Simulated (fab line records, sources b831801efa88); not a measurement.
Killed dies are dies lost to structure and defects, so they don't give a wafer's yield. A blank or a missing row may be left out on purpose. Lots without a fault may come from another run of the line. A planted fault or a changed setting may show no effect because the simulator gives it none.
fab line records | flow gf180mcu
record lots=5 wafers=15 last_day=33
route steps=602 shown POLY_GATE@167 HV_LDD@176
lots that met no fault: from a run of the same line without faults
start_h: hours from the record's first day to the start of the lot's first wafer shown | wait_h: hours since the lot's step before | " the same as in the row above | L1.1+2: a row that stands for several wafers | - no value, or no start given | * or withheld: withheld | < > ~ a bound
route shown NAME@n: a module of which the file shows steps, and the number in the route of the first | usual: mean/standard deviation of fault-free wafers | same: alike in all rows | chamber/n: place in a boat | sites: the reading at each site | _std_site: their standard deviation | _edge_site: outer sites' mean less inner sites' | radius_mm: how far each site lies from the wafer's centre | mask NAME#n: copy n | behind: the tool/chamber that last shaped the wafer | hold: why the lot was held/for how many hours/how that ended | device: the transistor (n, p or np) that didn't switch | end of line: the same wafers' tests at the end of the route | a step without rows: its recipe alone | killed: dies lost to structure and defects at the first sort, not the wafer's yield | map: a wafer's dies, x killed, . not, _ none there
set.NAME: the setting as run; set.NAME@STEP: as run at that earlier step | model.NAME: the simulator's own value behind a step, which no gauge read
lots at some steps of the route; a table a step, a row a wafer
services: from which hour (start_h, from the record's first day; less than 0 if before it) a tool's chamber was out of use, for how many hours, and why
## steps
# step GF_POLY_GATE_CD_MEAS_10
# recipe target_cd_nm=280
# usual cd_nm=279.5/1.2
# columns lot.wafer tool chamber start_h wait_h cd_nm
L082.4 cd_sem-02 - 254.10 0.1 278.0
L082.5 " - " " 278.1
L082.6 " - " " 277.5
L083.1 cd_sem-02 - 260.24 0.1 279.3
L083.5 " - " " 277.7
L083.6 " - " " 279.3
L084.3 cd_sem-02 - 267.88 0.1 278.7
L084.5 " - " " 278.9
L084.6 " - " " 279.1
L086.2 cd_sem-02 - 283.70 0.1 279.2
L086.4 " - " " 279.5
L086.6 " - " " 279.8
L093.2 cd_sem-02 - 333.20 0.1 278.5
L093.3 " - " " 280.0
L093.6 " - " " 279.7
# step GF_POLY_GATE_OVL_MEAS_11
# usual POLY_GATE_OVL=2/5.9
# columns lot.wafer tool chamber start_h wait_h POLY_GATE_OVL[nm]
L082.4 overlay-02 - 254.18 0.1 10
L082.5 " - " " 6
L082.6 " - " " 5
L083.1 overlay-01 - 260.36 0.1 9
L083.5 " - " " 10
L083.6 " - " " 7
L084.3 overlay-02 - 267.97 0.1 14
L084.5 " - " " 6
L084.6 " - " " 13
L086.2 overlay-02 - 283.81 0.1 -2
L086.4 " - " " -1
L086.6 " - " " 6
L093.2 overlay-02 - 333.31 0.1 -3
L093.3 " - " " -6
L093.6 " - " " 3
# step GF_POLY_GATE_ETCH_12
# recipe chemistry=N2/H2 target_depth_a=withheld overetch_a=withheld time_s=withheld target=BARC ion_energy_ev=200 source_w=500 bias_w=100 pressure_mtorr=30 n2_flow_sccm=100 h2_flow_sccm=200
# usual drypump_motor_current_A=5.6/0.57 oes_product_au=0.735/0.0045 throttle_valve_pct=13.214/0.0081
# columns lot.wafer tool chamber start_h wait_h drypump_motor_current_A oes_product_au throttle_valve_pct
L082.4 rie_diel-04 0 254.20 0.0 5.1 0.729 13.216
L082.5 " 3 " " 4.7 0.731 13.223
L082.6 " 0 " " 5.1 0.731 13.218
L083.1 rie_diel-03 3 260.40 0.0 5.9 0.726 13.219
L083.5 " 1 " " 6.6 0.740 13.207
L083.6 " 3 " " 5.9 0.729 13.223
L084.3 rie_diel-02 0 268.00 0.0 5.6 0.731 13.222
L084.5 " 0 " " 5.7 0.740 13.229
L084.6 " 1 " " 5.3 0.743 13.214
L086.2 rie_diel-04 1 283.84 0.0 5.7 0.733 13.213
L086.4 " 3 " " 4.7 0.736 13.221
L086.6 " 2 " " 4.9 0.736 13.218
L093.2 rie_diel-03 1 333.34 0.0 6.6 0.734 13.212
L093.3 " 2 " " 6.4 0.733 13.214
L093.6 " 2 " " 6.4 0.742 13.227
# step GF_POLY_GATE_ETCH_13
# recipe target=poly-Si target_depth_nm=198.5 stop_on=SiO2 over_etch_frac=0.403 chemistry=HBr/Cl2 icp_w=400 bias_w=100 pressure_mtorr=10 HBr_flow_sccm=150 Cl2_flow_sccm=50 time_s=69.6
# usual drypump_motor_current_A=5.8/0.32 mfc_cl2_sccm=50.00/0.14 oes_product_au=0.990/0.0074 throttle_valve_pct=33.685/0.0089
# columns lot.wafer tool chamber start_h wait_h drypump_motor_current_A mfc_cl2_sccm oes_product_au rf_hours_counter_h throttle_valve_pct
L082.4 rie_si-02 1 254.25 - 5.1 50.34 0.987 20 33.674
L082.5 " 0 " " 5.9 49.99 0.984 - 33.687
L082.6 " 1 " " 5.2 50.29 0.991 - 33.689
L083.1 rie_si-02 3 260.45 - 6.0 49.84 0.980 1 33.690
L083.5 " 3 " " 6.0 49.57 0.993 - 33.690
L083.6 " 2 " " 5.7 49.98 0.988 - 33.690
L084.3 rie_si-01 0 268.05 - 6.1 50.09 0.989 50 33.680
L084.5 " 3 " " 5.8 49.98 0.986 - 33.693
L084.6 " 2 " " 6.2 50.17 0.986 - 33.666
L086.2 rie_si-02 0 283.89 - 5.9 49.92 0.990 4 33.702
L086.4 " 2 " " 5.7 49.93 1.010 6 33.699
L086.6 " 1 " " 5.2 50.04 1.000 - 33.687
L093.2 rie_si-02 1 333.39 - 5.2 49.91 0.987 20 33.687
L093.3 " 0 " " 5.9 50.09 0.994 5 33.697
L093.6 " 3 " " 6.0 50.13 0.977 - 33.689
# step GF_POLY_GATE_STRIP_14
# recipe chemistry=O2/N2 power_w=1400 pressure_mtorr=1500 platen_temp_c=250 o2_flow_sccm=3000 n2_flow_sccm=300 overash_fraction=0.5
# usual drypump_motor_current_A=6.2/0.44 heater_power_w=315/28 oes_product_au=0.504/0.0053
# same overash_fraction=0.5
# columns lot.wafer tool chamber start_h wait_h drypump_motor_current_A heater_power_w oes_product_au rf_hours_counter_h
L082.4 plasma_asher-01 1 254.34 0.1 6.0 354 0.510 -
L082.5 " 1 " " 6.0 340 0.498 -
L082.6 " 0 " " 5.3 275 0.513 -
L083.1 plasma_asher-02 1 260.50 0.0 6.0 267 0.515 59
L083.5 " 1 " " 6.0 273 0.509 -
L083.6 " 0 " " 5.8 345 0.504 -
L084.3 plasma_asher-02 1 268.14 0.1 5.9 274 0.506 -
L084.5 " 1 " " 5.9 282 0.501 -
L084.6 " 0 " " 5.8 340 0.501 -
L086.2 plasma_asher-04 0 283.94 0.0 6.6 324 0.499 62
L086.4 " 0 " " 6.6 316 0.494 -
L086.6 " 0 " " 6.6 303 0.494 -
L093.2 plasma_asher-04 0 333.44 0.0 6.6 308 0.507 67
L093.3 " 0 " " 6.6 320 0.508 -
L093.6 " 0 " " 6.6 318 0.503 -
# step GF_POLY_GATE_CLEAN_15
# recipe chemistry=SC1/SC2 mix=1:4:20 temp_c=70 time_s=150 dry=n2_spin
# columns lot.wafer tool chamber start_h wait_h
L082.4+5+6 wet_bench-03 3 254.40 0.0
L083.1+5+6 wet_bench-04 0 260.60 0.1
L084.3+5+6 wet_bench-02 2 268.20 0.0
L086.2+4+6 wet_bench-04 1 284.04 0.1
L093.2+3+6 wet_bench-04 1 333.54 0.1
# step GF_POLY_GATE_OXIDATION_16
# recipe temp_c=850 ambient=O2 stabilise_s=600 purge_s=300 target_thk_a=40 ox_time_s=899
# usual spike_tc_centre_C=851.0/1.2
# columns lot.wafer tool chamber start_h wait_h spike_tc_centre_C
L082.4 furnace-02 0 255.53 1.0 851.0
L082.5 " 0 " " 851.2
L082.6 " 0 " " 852.2
L083.1 furnace-02 0 261.51 0.7 852.3
L083.5 " 0 " " 850.7
L083.6 " 0 " " 850.5
L084.3 furnace-01 0 269.07 0.8 851.4
L084.5 " 0 " " 850.8
L084.6 " 0 " " 851.0
L086.2 furnace-01 0 284.14 0.0 848.2
L086.4 " 0 " " 851.0
L086.6 " 0 " " 851.6
L093.2 furnace-01 0 333.60 0.0 849.2
L093.3 " 0 " " 852.5
L093.6 " 0 " " 850.6
# step GF_POLY_GATE_THK_MEAS_17
# recipe reads=SiO2_of_POLY_GATE_OXIDATION_16
# usual POLY_GATE_OXIDATION_THK=3.97/0.086
# columns lot.wafer tool chamber start_h wait_h POLY_GATE_OXIDATION_THK[nm]
L082.4 film_metro-02 - 256.81 0.0 3.96
L082.5 " - " " 4.00
L082.6 " - " " 3.94
L083.1 film_metro-03 - 262.76 0.0 4.08
L083.5 " - " " 4.01
L083.6 " - " " 3.98
L084.3 film_metro-02 - 270.34 0.0 3.88
L084.5 " - " " 3.98
L084.6 " - " " 3.98
L086.2 film_metro-04 - 285.40 0.0 3.85
L086.4 " - " " 3.90
L086.6 " - " " 3.94
L093.2 film_metro-03 - 334.86 0.0 3.96
L093.3 " - " " 4.00
L093.6 " - " " 3.79
# step GF_POLY_GATE_CD_MEAS_18
# usual cd_nm=279.4/1.5
# columns lot.wafer tool chamber start_h wait_h cd_nm
L082.4 cd_sem-02 - 256.93 0.1 277.0
L082.5 " - " " 278.7
L082.6 " - " " 277.0
L083.1 cd_sem-02 - 262.82 0.1 281.3
L083.5 " - " " 279.6
L083.6 " - " " 280.8
L084.3 cd_sem-01 - 270.44 0.1 281.0
L084.5 " - " " 281.5
L084.6 " - " " 279.2
L086.2 cd_sem-02 - 285.48 0.1 280.7
L086.4 " - " " 278.6
L086.6 " - " " 279.6
L093.2 cd_sem-02 - 334.94 0.1 279.3
L093.3 " - " " 279.0
L093.6 " - " " 279.7
# step GF_HV_LDD_DEHYDRATE_00
# recipe temp_c=200 time_s=60
# columns lot.wafer tool chamber start_h wait_h
L082.4+5+6 litho_track-01 0 265.37 8.4
L083.1+5+6 litho_track-03 0 271.63 8.8
L084.3+5+6 litho_track-04 0 279.63 9.2
L086.2+4+6 litho_track-03 0 294.96 9.4
L093.2+3+6 litho_track-01 0 345.61 10.7
# step GF_HV_LDD_HMDS_01
# recipe prime_time_s=60 prime_temp_c=120
# columns lot.wafer tool chamber start_h wait_h
L082.4+5+6 litho_track-01 0 265.52 0.1
L083.1+5+6 litho_track-03 0 271.78 0.1
L084.3+5+6 litho_track-04 0 279.78 0.1
L086.2+4+6 litho_track-03 0 295.11 0.1
L093.2+3+6 litho_track-01 0 345.76 0.1
# step GF_HV_LDD_COAT_02
# recipe resist=NOVOLAK spin_rpm=3000 resist_thk_nm=1000
# columns lot.wafer tool chamber start_h wait_h
L082.4+5+6 litho_track-01 0 265.67 0.1
L083.1+5+6 litho_track-03 0 271.93 0.1
L084.3+5+6 litho_track-04 0 279.93 0.1
L086.2+4+6 litho_track-03 0 295.26 0.1
L093.2+3+6 litho_track-01 0 345.91 0.1
# step GF_HV_LDD_SOFTBAKE_03
# recipe temp_c=90 time_s=60 resist=NOVOLAK
# columns lot.wafer tool chamber start_h wait_h
L082.4+5+6 litho_track-01 0 265.82 0.1
L083.1+5+6 litho_track-03 0 272.08 0.1
L084.3+5+6 litho_track-04 0 280.08 0.1
L086.2+4+6 litho_track-03 0 295.41 0.1
L093.2+3+6 litho_track-01 0 346.06 0.1
# step GF_HV_LDD_EXPOSE_04
# recipe mask_id=Nplus_LV_AREA target_cd_nm=400 na=0.6 source_shape=conventional sigma_outer=0.6 dose_mj=137.6
# usual exposure_dose_mJ_cm2=140.02/0.14
# columns lot.wafer tool chamber start_h wait_h mask exposure_dose_mJ_cm2
L082.4 iline_stepper-01 0 - - Nplus_LV_AREA#0 139.85
L082.5 " 0 " " Nplus_LV_AREA#0 139.85
L082.6 " 0 " " Nplus_LV_AREA#0 139.86
L083.1 iline_stepper-02 0 - - Nplus_LV_AREA#0 140.03
L083.5 " 0 " " Nplus_LV_AREA#0 139.91
L083.6 " 0 " " Nplus_LV_AREA#0 139.97
L084.3 iline_stepper-01 0 - - Nplus_LV_AREA#0 139.97
L084.5 " 0 " " Nplus_LV_AREA#0 139.97
L084.6 " 0 " " Nplus_LV_AREA#0 140.07
L086.2 iline_stepper-02 0 - - Nplus_LV_AREA#0 140.16
L086.4 " 0 " " Nplus_LV_AREA#0 140.36
L086.6 " 0 " " Nplus_LV_AREA#0 140.22
L093.2 iline_stepper-01 0 - - Nplus_LV_AREA#0 140.20
L093.3 " 0 " " Nplus_LV_AREA#0 140.12
L093.6 " 0 " " Nplus_LV_AREA#0 140.08
# step GF_HV_LDD_PEB_05
# recipe temp_c=withheld time_s=* resist=NOVOLAK
# columns lot.wafer tool chamber start_h wait_h
L082.4+5+6 litho_track-01 0 - -
L083.1+5+6 litho_track-03 0 - -
L084.3+5+6 litho_track-03 0 - -
L086.2+4+6 litho_track-03 0 - -
L093.2+3+6 litho_track-01 0 - -
# step GF_HV_LDD_DEVELOP_06
# recipe develop_time_s=60 dev_temp_c=23
# usual developer_temp_C=23.00/0.1
# columns lot.wafer tool chamber start_h wait_h developer_temp_C
L082.4 litho_track-01 0 275.42 0.1 22.90
L082.5 " 0 " " 23.04
L082.6 " 0 " " 23.03
L083.1 litho_track-03 0 281.73 0.1 23.07
L083.5 " 0 " " 23.16
L083.6 " 0 " " 22.89
L084.3 litho_track-03 0 290.18 0.1 22.87
L084.5 " 0 " " 23.02
L084.6 " 0 " " 22.77
L086.2 litho_track-03 0 304.91 0.1 23.04
L086.4 " 0 " " 22.94
L086.6 " 0 " " 22.86
L093.2 litho_track-01 0 356.31 0.1 23.08
L093.3 " 0 " " 23.08
L093.6 " 0 " " 22.94
# step GF_HV_LDD_CD_MEAS_07
# recipe target_cd_nm=400
# usual cd_nm=399.8/2.1
# columns lot.wafer tool chamber start_h wait_h cd_nm
L082.4 cd_sem-02 - 275.55 0.1 399.8
L082.5 " - " " 401.0
L082.6 " - " " 400.9
L083.1 cd_sem-01 - 281.88 0.1 399.4
L083.5 " - " " 399.2
L083.6 " - " " 399.9
L084.3 cd_sem-02 - 290.32 0.1 401.4
L084.5 " - " " 401.8
L084.6 " - " " 401.7
L086.2 cd_sem-01 - 305.05 0.1 399.7
L086.4 " - " " 402.8
L086.6 " - " " 402.7
L093.2 cd_sem-01 - 356.46 0.1 399.8
L093.3 " - " " 401.1
L093.6 " - " " 399.8
# step GF_HV_LDD_OVL_MEAS_08
# usual HV_LDD_OVL=0.6/1.6
# columns lot.wafer tool chamber start_h wait_h HV_LDD_OVL[nm]
L082.4 overlay-02 - 275.63 0.1 -1.8
L082.5 " - " " -1.1
L082.6 " - " " -2.0
L083.1 overlay-01 - 282.00 0.1 0.2
L083.5 " - " " 1.7
L083.6 " - " " 0.9
L084.3 overlay-02 - 290.41 0.1 -2.0
L084.5 " - " " -1.0
L084.6 " - " " -0.6
L086.2 overlay-02 - 305.16 0.1 1.2
L086.4 " - " " 2.1
L086.6 " - " " 1.0
L093.2 overlay-02 - 356.57 0.1 -1.8
L093.3 " - " " -1.3
L093.6 " - " " -1.3
# step GF_HV_LDD_IMPLANT_09
# recipe species=As energy_kev=40 dose_cm2=1e+14 tilt_deg=7
# usual beam_on_s=10.00/0.18 faraday_current_uA=564/9.7
# columns lot.wafer tool chamber start_h wait_h beam_on_s faraday_current_uA
L082.4 implanter-01 0 275.72 0.1 10.01 564
L082.5 " 0 " " 9.86 569
L082.6 " 0 " " 10.08 561
L083.1 implanter-03 0 282.04 0.0 10.09 558
L083.5 " 0 " " 9.80 573
L083.6 " 0 " " 9.91 571
L084.3 implanter-01 0 290.49 0.1 10.20 554
L084.5 " 0 " " 9.75 575
L084.6 " 0 " " 10.03 561
L086.2 implanter-02 0 305.21 0.0 9.97 566
L086.4 " 0 " " 9.56 585
L086.6 " 0 " " 9.98 564
L093.2 implanter-01 0 356.62 0.0 9.92 569
L093.3 " 0 " " 9.84 570
L093.6 " 0 " " 9.92 567
# step GF_HV_LDD_STRIP_10
# recipe chemistry=O2/N2 power_w=1400 pressure_mtorr=1500 platen_temp_c=250 o2_flow_sccm=3000 n2_flow_sccm=300 overash_fraction=0.5
# usual drypump_motor_current_A=6.0/0.48 heater_power_w=309/30 oes_product_au=0.716/0.0047 strip_time_to_endpoint_s=12.63/0.032
# same overash_fraction=0.5
# columns lot.wafer tool chamber start_h wait_h drypump_motor_current_A heater_power_w oes_product_au rf_hours_counter_h strip_time_to_endpoint_s
L082.4 plasma_asher-02 1 275.83 0.1 6.0 272 0.718 - 12.63
L082.5 " 1 " " 6.0 269 0.709 - 12.62
L082.6 " 0 " " 5.8 337 0.719 - 12.62
L083.1 plasma_asher-04 0 282.19 0.1 6.6 317 0.708 62 12.58
L083.5 " 0 " " 6.6 323 0.718 - 12.60
L083.6 " 1 " " 6.6 315 0.712 - 12.59
L084.3 plasma_asher-04 1 290.62 0.1 6.6 332 0.719 - 12.64
L084.5 " 0 " " 6.6 317 0.710 - 12.64
L084.6 " 1 " " 6.6 321 0.717 - 12.64
L086.2 plasma_asher-04 0 305.34 0.1 6.6 320 0.714 65 12.60
L086.4 " 0 " " 6.6 311 0.719 - 12.58
L086.6 " 0 " " 6.6 325 0.714 - 12.61
L093.2 plasma_asher-03 1 356.75 0.1 5.9 330 0.718 61 12.64
L093.3 " 1 " " 5.9 331 0.718 - 12.68
L093.6 " 0 " " 5.4 264 0.718 - 12.64
# step GF_HV_LDD_TW_MEAS_11
# usual HV_LDD_TW=2402/20
# columns lot.wafer tool chamber start_h wait_h HV_LDD_TW
L082.4 film_metro-04 - 275.93 0.1 2425
L082.5 " - " " 2414
L082.6 " - " " 2406
L083.1 film_metro-02 - 282.29 0.1 2386
L083.5 " - " " 2382
L083.6 " - " " 2383
L084.3 film_metro-01 - 290.71 0.1 2390
L084.5 " - " " 2395
L084.6 " - " " 2390
L086.2 film_metro-01 - 305.45 0.1 2396
L086.4 " - " " 2384
L086.6 " - " " 2393
L093.2 film_metro-01 - 356.86 0.1 2388
L093.3 " - " " 2384
L093.6 " - " " 2374
# step GF_HV_LDD_DEHYDRATE_12
# recipe temp_c=200 time_s=60
# columns lot.wafer tool chamber start_h wait_h
L082.4+5+6 litho_track-03 0 285.36 9.4
L083.1+5+6 litho_track-04 0 291.68 9.4
L084.3+5+6 litho_track-04 0 300.23 9.5
L086.2+4+6 litho_track-03 0 315.31 9.8
L093.2+3+6 litho_track-01 0 367.66 10.8
# step GF_HV_LDD_HMDS_13
# recipe prime_time_s=60 prime_temp_c=120
# columns lot.wafer tool chamber start_h wait_h
L082.4+5+6 litho_track-03 0 285.51 0.1
L083.1+5+6 litho_track-04 0 291.83 0.1
L084.3+5+6 litho_track-04 0 300.38 0.1
L086.2+4+6 litho_track-03 0 315.46 0.1
L093.2+3+6 litho_track-01 0 367.81 0.1
# step GF_HV_LDD_COAT_14
# recipe resist=NOVOLAK spin_rpm=3000 resist_thk_nm=1000
# columns lot.wafer tool chamber start_h wait_h
L082.4+5+6 litho_track-03 0 285.66 0.1
L083.1+5+6 litho_track-04 0 291.98 0.1
L084.3+5+6 litho_track-04 0 300.53 0.1
L086.2+4+6 litho_track-03 0 315.61 0.1
L093.2+3+6 litho_track-01 0 367.96 0.1
# step GF_HV_LDD_SOFTBAKE_15
# recipe temp_c=90 time_s=60 resist=NOVOLAK
# columns lot.wafer tool chamber start_h wait_h
L082.4+5+6 litho_track-03 0 285.81 0.1
L083.1+5+6 litho_track-04 0 292.13 0.1
L084.3+5+6 litho_track-04 0 300.68 0.1
L086.2+4+6 litho_track-03 0 315.76 0.1
L093.2+3+6 litho_track-01 0 368.11 0.1
# step GF_HV_LDD_EXPOSE_16
# recipe mask_id=Pplus_LV_AREA target_cd_nm=400 na=0.6 source_shape=conventional sigma_outer=0.6 dose_mj=140
# usual exposure_dose_mJ_cm2=140.00/0.14
# columns lot.wafer tool chamber start_h wait_h mask exposure_dose_mJ_cm2
L082.4 iline_stepper-02 0 - - Pplus_LV_AREA#0 140.04
L082.5 " 0 " " Pplus_LV_AREA#0 139.99
L082.6 " 0 " " Pplus_LV_AREA#0 139.87
L083.1 iline_stepper-02 0 - - Pplus_LV_AREA#0 139.80
L083.5 " 0 " " Pplus_LV_AREA#0 139.99
L083.6 " 0 " " Pplus_LV_AREA#0 139.98
L084.3 iline_stepper-01 0 - - Pplus_LV_AREA#0 140.01
L084.5 " 0 " " Pplus_LV_AREA#0 140.12
L084.6 " 0 " " Pplus_LV_AREA#0 140.07
L086.2 iline_stepper-01 0 - - Pplus_LV_AREA#0 139.86
L086.4 " 0 " " Pplus_LV_AREA#0 140.04
L086.6 " 0 " " Pplus_LV_AREA#0 139.98
L093.2 iline_stepper-02 0 - - Pplus_LV_AREA#0 140.10
L093.3 " 0 " " Pplus_LV_AREA#0 140.14
L093.6 " 0 " " Pplus_LV_AREA#0 140.09
# step GF_HV_LDD_PEB_17
# recipe temp_c=withheld time_s=* resist=NOVOLAK
# columns lot.wafer tool chamber start_h wait_h
L082.4+5+6 litho_track-01 0 - -
L083.1+5+6 litho_track-03 0 - -
L084.3+5+6 litho_track-04 0 - -
L086.2+4+6 litho_track-01 0 - -
L093.2+3+6 litho_track-03 0 - -
# step GF_HV_LDD_DEVELOP_18
# recipe develop_time_s=60 dev_temp_c=23
# usual developer_temp_C=22.99/0.11
# columns lot.wafer tool chamber start_h wait_h developer_temp_C
L082.4 litho_track-01 0 295.77 0.1 22.96
L082.5 " 0 " " 22.97
L082.6 " 0 " " 23.13
L083.1 litho_track-03 0 301.78 0.1 23.23
L083.5 " 0 " " 23.09
L083.6 " 0 " " 23.05
L084.3 litho_track-04 0 310.48 0.1 23.05
L084.5 " 0 " " 23.00
L084.6 " 0 " " 22.93
L086.2 litho_track-01 0 325.77 0.1 23.02
L086.4 " 0 " " 22.91
L086.6 " 0 " " 22.92
L093.2 litho_track-03 0 378.66 0.1 23.00
L093.3 " 0 " " 22.82
L093.6 " 0 " " 22.83
# step GF_HV_LDD_CD_MEAS_19
# recipe target_cd_nm=400
# usual cd_nm=399.6/2.3
# columns lot.wafer tool chamber start_h wait_h cd_nm
L082.4 cd_sem-02 - 295.90 0.1 403.8
L082.5 " - " " 400.7
L082.6 " - " " 400.3
L083.1 cd_sem-01 - 301.93 0.1 399.3
L083.5 " - " " 397.6
L083.6 " - " " 396.7
L084.3 cd_sem-02 - 310.62 0.1 404.8
L084.5 " - " " 404.3
L084.6 " - " " 403.0
L086.2 cd_sem-01 - 325.91 0.1 397.5
L086.4 " - " " 401.5
L086.6 " - " " 400.6
L093.2 cd_sem-02 - 378.80 0.1 402.1
L093.3 " - " " 400.9
L093.6 " - " " 403.2
# step GF_HV_LDD_OVL_MEAS_20
# usual HV_LDD_01_OVL=0.4/1.4
# columns lot.wafer tool chamber start_h wait_h HV_LDD_01_OVL[nm]
L082.4 overlay-01 - 295.98 0.1 0.3
L082.5 " - " " 0.9
L082.6 " - " " 1.4
L083.1 overlay-01 - 302.05 0.1 -0.4
L083.5 " - " " 0.6
L083.6 " - " " 1.0
L084.3 overlay-02 - 310.72 0.1 -0.7
L084.5 " - " " 0.4
L084.6 " - " " -2.1
L086.2 overlay-02 - 326.02 0.1 0.0
L086.4 " - " " -0.8
L086.6 " - " " -0.1
L093.2 overlay-02 - 378.91 0.1 1.2
L093.3 " - " " 1.1
L093.6 " - " " 1.1
# step GF_HV_LDD_IMPLANT_21
# recipe species=BF2 energy_kev=25 dose_cm2=5e+13 tilt_deg=7
# usual beam_on_s=10.00/0.19 faraday_current_uA=282/5.2
# columns lot.wafer tool chamber start_h wait_h beam_on_s faraday_current_uA
L082.4 implanter-01 0 296.07 0.1 9.96 283
L082.5 " 0 " " 10.06 282
L082.6 " 0 " " 10.06 281
L083.1 implanter-01 0 302.09 0.0 10.23 276
L083.5 " 0 " " 10.12 278
L083.6 " 0 " " 10.18 278
L084.3 implanter-02 0 310.79 0.1 9.93 283
L084.5 " 0 " " 10.05 281
L084.6 " 0 " " 10.12 279
L086.2 implanter-01 0 326.07 0.0 9.96 283
L086.4 " 0 " " 10.05 279
L086.6 " 0 " " 10.05 281
L093.2 implanter-03 0 378.96 0.0 10.22 277
L093.3 " 0 " " 9.97 282
L093.6 " 0 " " 9.86 284
# step GF_HV_LDD_STRIP_22
# recipe chemistry=O2/N2 power_w=1400 pressure_mtorr=1500 platen_temp_c=250 o2_flow_sccm=3000 n2_flow_sccm=300 overash_fraction=0.5
# usual drypump_motor_current_A=6.0/0.48 heater_power_w=307/31 oes_product_au=0.716/0.0048 strip_time_to_endpoint_s=12.63/0.034
# same overash_fraction=0.5
# columns lot.wafer tool chamber start_h wait_h drypump_motor_current_A heater_power_w oes_product_au rf_hours_counter_h strip_time_to_endpoint_s
L082.4 plasma_asher-03 1 296.18 0.1 5.9 328 0.712 - 12.56
L082.5 " 1 " " 5.9 336 0.713 - 12.59
L082.6 " 0 " " 5.4 259 0.720 - 12.61
L083.1 plasma_asher-04 1 302.24 0.1 6.6 331 0.711 64 12.61
L083.5 " 1 " " 6.6 324 0.708 - 12.60
L083.6 " 0 " " 6.6 323 0.711 - 12.66
L084.3 plasma_asher-03 1 310.92 0.1 5.9 319 0.713 - 12.57
L084.5 " 0 " " 5.4 262 0.712 - 12.60
L084.6 " 1 " " 5.9 324 0.718 - 12.61
L086.2 plasma_asher-03 0 326.20 0.1 5.4 266 0.706 58 12.57
L086.4 " 0 " " 5.4 263 0.721 - 12.59
L086.6 " 0 " " 5.4 261 0.717 - 12.59
L093.2 plasma_asher-04 0 379.09 0.1 6.6 324 0.717 72 12.61
L093.3 " 1 " " 6.6 316 0.717 - 12.65
L093.6 " 0 " " 6.6 317 0.712 - 12.61
# step GF_HV_LDD_TW_MEAS_23
# usual HV_LDD_2_TW=1056/7.6
# columns lot.wafer tool chamber start_h wait_h HV_LDD_2_TW
L082.4 film_metro-02 - 296.28 0.1 1059
L082.5 " - " " 1055
L082.6 " - " " 1055
L083.1 film_metro-04 - 302.34 0.1 1067
L083.5 " - " " 1054
L083.6 " - " " 1060
L084.3 film_metro-04 - 311.01 0.1 1061
L084.5 " - " " 1060
L084.6 " - " " 1061
L086.2 film_metro-04 - 326.31 0.1 1071
L086.4 " - " " 1064
L086.6 " - " " 1066
L093.2 film_metro-02 - 379.20 0.1 1046
L093.3 " - " " 1046
L093.6 " - " " 1051
# step GF_HV_LDD_DEHYDRATE_24
# recipe temp_c=200 time_s=60
# columns lot.wafer tool chamber start_h wait_h
L082.4+5+6 litho_track-03 0 305.11 8.8
L083.1+5+6 litho_track-04 0 311.33 9.0
L084.3+5+6 litho_track-04 0 321.08 10.1
L086.2+4+6 litho_track-04 0 336.66 10.3
L093.2+3+6 litho_track-01 0 390.01 10.8
# step GF_HV_LDD_HMDS_25
# recipe prime_time_s=60 prime_temp_c=119.5
# columns lot.wafer tool chamber start_h wait_h
L082.4+5+6 litho_track-03 0 305.26 0.1
L083.1+5+6 litho_track-04 0 311.48 0.1
L084.3+5+6 litho_track-04 0 321.23 0.1
L086.2+4+6 litho_track-04 0 336.81 0.1
L093.2+3+6 litho_track-01 0 390.16 0.1
# step GF_HV_LDD_COAT_26
# recipe resist=NOVOLAK spin_rpm=3000 resist_thk_nm=1000
# columns lot.wafer tool chamber start_h wait_h
L082.4+5+6 litho_track-03 0 305.41 0.1
L083.1+5+6 litho_track-04 0 311.63 0.1
L084.3+5+6 litho_track-04 0 321.38 0.1
L086.2+4+6 litho_track-04 0 336.96 0.1
L093.2+3+6 litho_track-01 0 390.31 0.1
# step GF_HV_LDD_SOFTBAKE_27
# recipe temp_c=90 time_s=60 resist=NOVOLAK
# columns lot.wafer tool chamber start_h wait_h
L082.4+5+6 litho_track-03 0 305.56 0.1
L083.1+5+6 litho_track-04 0 311.78 0.1
L084.3+5+6 litho_track-04 0 321.53 0.1
L086.2+4+6 litho_track-04 0 337.11 0.1
L093.2+3+6 litho_track-01 0 390.46 0.1
# step GF_HV_LDD_EXPOSE_28
# recipe mask_id=Nplus_HV_AREA target_cd_nm=400 na=0.6 source_shape=conventional sigma_outer=0.6 dose_mj=140
# usual exposure_dose_mJ_cm2=140.02/0.14
# columns lot.wafer tool chamber start_h wait_h mask exposure_dose_mJ_cm2
L082.4 iline_stepper-02 0 - - Nplus_HV_AREA#0 140.26
L082.5 " 0 " " Nplus_HV_AREA#0 140.19
L082.6 " 0 " " Nplus_HV_AREA#0 140.10
L083.1 iline_stepper-01 0 - - Nplus_HV_AREA#0 140.18
L083.5 " 0 " " Nplus_HV_AREA#0 140.02
L083.6 " 0 " " Nplus_HV_AREA#0 139.82
L084.3 iline_stepper-01 0 - - Nplus_HV_AREA#0 140.17
L084.5 " 0 " " Nplus_HV_AREA#0 140.08
L084.6 " 0 " " Nplus_HV_AREA#0 140.07
L086.2 iline_stepper-02 0 - - Nplus_HV_AREA#0 140.04
L086.4 " 0 " " Nplus_HV_AREA#0 140.26
L086.6 " 0 " " Nplus_HV_AREA#0 140.10
L093.2 iline_stepper-02 0 - - Nplus_HV_AREA#0 139.80
L093.3 " 0 " " Nplus_HV_AREA#0 140.10
L093.6 " 0 " " Nplus_HV_AREA#0 139.66
# step GF_HV_LDD_PEB_29
# recipe temp_c=withheld time_s=* resist=NOVOLAK
# columns lot.wafer tool chamber start_h wait_h
L082.4+5+6 litho_track-03 0 - -
L083.1+5+6 litho_track-01 0 - -
L084.3+5+6 litho_track-03 0 - -
L086.2+4+6 litho_track-01 0 - -
L093.2+3+6 litho_track-04 0 - -
## services
# columns tool chamber start_h hours kind
iline_stepper-02 - 239.01 1.7 pm
furnace-02 - 241.81 3.5 pm
rie_diel-03 0 246.09 4.4 repair
iline_stepper-01 - 247.17 13.0 repair
rie_diel-04 0 263.61 4.9 repair
implanter-02 - 269.10 3.4 pm
rie_diel-04 - 273.06 2.8 pm
wet_bench-04 - 277.15 0.9 repair
implanter-02 - 281.51 6.3 repair
rie_diel-04 1 288.37 6.1 repair
rie_diel-03 - 288.93 2.8 pm
rie_diel-03 1 294.35 2.9 repair
furnace-02 - 297.53 3.6 pm
rie_diel-04 3 305.65 4.7 repair
furnace-01 - 308.06 4.3 pm
implanter-02 - 308.26 0.7 repair
implanter-03 - 312.43 6.3 pm
plasma_asher-02 - 327.64 3.7 repair
plasma_asher-03 - 337.55 1.8 repair
iline_stepper-01 - 349.01 3.2 repair
plasma_asher-02 - 353.95 5.7 repair
plasma_asher-02 - 356.95 4.3 repair
furnace-01 - 372.19 1.4 repair
rie_si-02 0 386.45 9.1 repair
## key
fault none
